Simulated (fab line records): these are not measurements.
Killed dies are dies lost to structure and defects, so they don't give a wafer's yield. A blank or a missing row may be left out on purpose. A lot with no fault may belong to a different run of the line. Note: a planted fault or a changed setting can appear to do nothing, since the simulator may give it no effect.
The tool behind it: which one?	flow gf180mcu	45 wafers from 15 lots sampled at 3 of the route's 602 steps

WHAT THE GAUGES READ, wafer by wafer
GF_V3_OVL_MEAS_15.
lot	measured	on	V3_OVL (nm)
L909	day 22 07:16	overlay-01	-2 1 7
L910	day 22 17:06	overlay-01	-1 -6 1
L911	day 23 07:20	overlay-01	-5 1 -7
L913	day 23 21:22	overlay-01	-4 2 -7
L914	day 24 06:53	overlay-01	0 6 -2
L916	day 25 02:24	overlay-01	0 -2 10
L918	day 25 11:12	overlay-01	-9 -5 1
L920	day 26 08:19	overlay-01	3 -5 4
L924	day 27 10:17	overlay-01	-2 3 3
L925	day 27 19:43	overlay-02	-2 -1 4
L926	day 28 01:38	overlay-02	-11 0 -5
L928	day 28 15:46	overlay-02	-3 4 2
L930	day 29 02:55	overlay-02	2 0 11
L931	day 29 09:12	overlay-01	-10 -6 -6
L932	day 29 23:55	overlay-01	3 5 -2

GF_M4_OVL_MEAS_15.
lot	measured	on	M4_OVL (nm)
L909	day 23 08:17	overlay-02	3 4 6
L910	day 23 18:04	overlay-02	-2 1 -1
L911	day 24 07:27	overlay-01	-1 2 4
L913	day 24 20:52	overlay-02	1 3 5
L914	day 25 05:44	overlay-02	-2 3 -4
L916	day 26 01:10	overlay-01	11 10 10
L918	day 26 10:26	overlay-01	1 -1 2
L920	day 27 06:32	overlay-01	-1 4 -7
L924	day 28 07:29	overlay-01	- - -
L925	day 28 16:44	overlay-02	- - -
L926	day 28 22:35	overlay-01	- - -
L928	day 29 12:13	overlay-01	-2 -6 -3
L930	day 29 23:23	overlay-02	1 4 2
L931	day 30 05:51	overlay-02	5 0 3
L932	day 30 19:21	overlay-01	1 -9 0

EACH LOT AND THE TOOL THAT RAN IT (in order: tool; ch and the chambers of the sampled wafers; start)
lot	GF_M4_DEVELOP_13
L909	litho-track-02 ch 0, day 23 08:01
L910	litho-track-03 ch 0, day 23 17:49
L911	litho-track-02 ch 0, day 24 07:14
L913	litho-track-03 ch 0, day 24 20:35
L914	litho-track-04 ch 0, day 25 05:28
L916	litho-track-03 ch 0, day 26 00:55
L918	litho-track-02 ch 0, day 26 10:11
L920	litho-track-04 ch 0, day 27 06:16
L924	litho-track-02, day 28 07:13
L925	litho-track-02, day 28 16:28
L926	litho-track-03, day 28 22:22
L928	litho-track-03 ch 0, day 29 11:56
L930	litho-track-02 ch 0, day 29 23:07
L931	litho-track-04 ch 0, day 30 05:35
L932	litho-track-04 ch 0, day 30 19:05
- GF_M4_DEVELOP_13: develop time 60 s.

AS READ BY THE TOOLS THEMSELVES (means over the sampled wafers that have a number; for cases with no such wafer, the mark the record gives instead)
GF_M4_DEVELOP_13.
lot	tool	chill-plate-temp-C (C)
L909	litho-track-02	22.99
L910	litho-track-03	22.98
L911	litho-track-02	23.03
L913	litho-track-03	22.92
L914	litho-track-04	23.04
L916	litho-track-03	22.99
L918	litho-track-02	22.90
L920	litho-track-04	22.84
L924	litho-track-02	-
L925	litho-track-02	-
L926	litho-track-03	-
L928	litho-track-03	22.92
L930	litho-track-02	23.03
L931	litho-track-04	22.89
L932	litho-track-04	23.20

THE ANSWER, worked out from the rows above alone
Rule: what is usual is taken from the lots themselves. Put in order of their means at a reading, lots are off if they are a third of the lots or fewer, leave a main group of 4 or more, and stand apart from it by a gap of 3 or more times the standard deviation of the main group's means; of several such gaps the widest counts. If all means in a main group match to the digits the tables above print for the reading, that group is not used. Also off: a lot with no number at a reading for which 4 or more lots have one. All remaining lots with rows at the step are treated as sound. After the gauges, taken in route order, come the tools' own readings; for these a lot's mean is taken, as printed above. The first step at which some lot is off is used, and at that step the reading that is off furthest; a lot without a number counts as furthest.
Off: L924, L925, L926, at GF_M4_OVL_MEAS_15 (M4_OVL). Without a number there: L924, L925, L926. The main group: mean 1 nm, standard deviation 3.6.
A tool fits if, at a process step before that reading, it ran every lot that is off, and no sound lot after the first of them. Not tried: the gauges at GF_M4_OVL_MEAS_15; whatever is off there is also off at GF_M4_DEVELOP_13, on other tools, and gauge error can't account for it. Of those tried, none fits.

WHAT WAS PUT IN BY THE SIMULATOR
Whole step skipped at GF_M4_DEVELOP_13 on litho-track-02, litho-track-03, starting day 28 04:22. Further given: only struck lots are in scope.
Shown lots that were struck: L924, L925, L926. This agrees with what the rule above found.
